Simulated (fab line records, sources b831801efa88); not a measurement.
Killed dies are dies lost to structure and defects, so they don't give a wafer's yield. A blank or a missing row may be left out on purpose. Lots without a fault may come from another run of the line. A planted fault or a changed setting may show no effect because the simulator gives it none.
A struck lot beside a sound one | flow sky130 | 16 steps out of a route of 708
Sound: wafers L824.3, L824.4, L824.5. Struck: wafers L834.2, L834.5, L834.6. The cause comes at the end.
At each step with rows: each side's tool, then ch and its chambers, then its first start. Under that, the readings that differ: sound wafers | struck wafers | difference of the means | sigmas: that difference in standard deviations of wafers without a fault.
alike: readings whose means differ by less than 2 such deviations, and words and numbers that are the same on both sides. not compared: withheld readings, readings that some wafer has no value for, bounds like >300 that may hide the same value, and numbers for which the record gives no deviation and whose values overlap.
The two part at a step that has a row with sigmas, a row that says differs or no value, or rows on one side only. Numbers that don't overlap but have no deviation are shown without sigmas and don't part them. A reading that every wafer of one side lacks parts them only if that side has two wafers or more.

first, 3 steps without rows for these wafers: SKY_FIELD_ISO_EXPOSE_10 (exposes mask FOM, target cd 150 nm); SKY_FIELD_ISO_PEB_11; SKY_FIELD_ISO_DEVELOP_12 (develop time 60 s).
SKY_FIELD_ISO_CD_MEAS_13: target cd 150 nm.
  sound on cd_sem-02, day 3 16:00; struck on cd_sem-01, day 6 02:07
  alike: cd_nm
SKY_FIELD_ISO_ETCH_14: etches BARC in N2/H2, stops on SiO2, time 45.9 s, target depth 60 nm.
  sound on rie_diel-03 ch 0,1,2, day 3 16:05; struck on rie_diel-02 ch 1,2, day 6 02:13
  alike: drypump_motor_current_A, oes_product_au, throttle_valve_pct
  not compared: rf_hours_counter_h
SKY_FIELD_ISO_ETCH_15: etches the open film in CHF3/O2, stops on Si, target depth 180 nm, time 72 s.
  sound on rie_diel-03 ch 0,1,2, day 3 16:07; struck on rie_diel-02 ch 1,2, day 6 02:16
  alike: drypump_motor_current_A, oes_product_au, throttle_valve_pct
  not compared: rf_hours_counter_h
SKY_FIELD_ISO_STRIP_16: strips in O2/N2.
  sound on plasma_asher-01 ch 0,1, day 3 16:13; struck on plasma_asher-04 ch 0,1, day 6 02:19
  reading               | sound             | struck            | difference | sigmas
  oes_product_au (a.u.) | 0.382 0.377 0.379 | 0.363 0.376 0.371 | -0.009     | -2
  alike: drypump_motor_current_A, o2_flow_sccm, strip_time_to_endpoint_s
  not compared: rf_hours_counter_h
SKY_FIELD_ISO_ETCH_17: etches Si in HBr/Cl2/O2, target depth 342 nm, time 97.7 s.
  sound on rie_si-02 ch 0,3, day 3 16:17; struck on rie_si-01 ch 0,1,2, day 6 02:25
  alike: drypump_motor_current_A, oes_product_au, throttle_valve_pct
  not compared: rf_hours_counter_h
then, 4 steps without rows for these wafers: SKY_FIELD_ISO_WET_ETCH_18 (etches Si3N4 in H3PO4, target depth 25 nm, time 286 s); SKY_FIELD_ISO_CLEAN_19 (cleans in SC1/SC2, time 150 s); SKY_FIELD_ISO_CLEAN_20 (cleans in dHF, time 20 s); SKY_FIELD_ISO_WET_ETCH_21 (etches SiO2 in dHF, target depth 20 nm, time 400 s).
SKY_FIELD_ISO_OXIDATION_22: stabilise 600 s, purge 300 s, target thk 10 nm.
  sound on furnace-02 ch 0, day 3 16:48; struck on furnace-01 ch 0, day 6 03:46
  reading                                          | sound             | struck            | difference | sigmas
  model.SiO2_of_FIELD_ISO_OXIDATION_22.thk_nm (nm) | 10.14 10.23 10.18 | 3.956 4.069 3.982 | -6.181     |
  alike: ox_temp_c, spike_tc_upper_C
SKY_FIELD_ISO_THK_MEAS_23:
  sound on film_metro-01, day 3 18:00; struck on film_metro-04, day 6 04:58
  reading                         | sound             | struck         | difference | sigmas
  FIELD_ISO_OXIDATION_01_THK (nm) | 10.17 10.30 10.20 | 3.94 4.10 3.98 | -6.22      | -35
then, 1 step without rows for these wafers: SKY_FIELD_ISO_CVD_24 (deposits SiO2, target thk 595 nm, time 99.2 s).
-- the record jumps here: 44 days lie between the struck wafers' starts before and after (it left off in module FIELD_ISO and takes up again in module PAD_OPEN, whose first step shown is number 708 of the route) --
SKY_PAD_OPEN_PROBE_99:
  sound on prober-01, day 48 01:26; struck on prober-02, day 50 00:41
  reading                                          | sound                | struck               | difference | sigmas
  model.etest.diode_ndiff_fingers.leak_log10_a_cm2 | -6.636 -6.572 -6.628 | -6.179 -6.249 -6.149 | +0.420     |
  alike: killed_at_M0_to_M3, killed_at_M4_up, killed_at_contacts, killed_at_front_end, killed_at_other, killed_dies, killed_open, killed_short
  not compared: model.etest.diode_pdiff_fingers.leak_log10_a_cm2, model.etest.sram_nfet_pass.off_log10_a_um, model.etest.nfet_01v8.off_log10_a_um

WHERE THEY PART
First at SKY_FIELD_ISO_STRIP_16; last, within this record, at SKY_FIELD_ISO_THK_MEAS_23. Later steps at which nothing parts them and some readings are alike: SKY_PAD_OPEN_PROBE_99.

WHY: what the simulator had put in
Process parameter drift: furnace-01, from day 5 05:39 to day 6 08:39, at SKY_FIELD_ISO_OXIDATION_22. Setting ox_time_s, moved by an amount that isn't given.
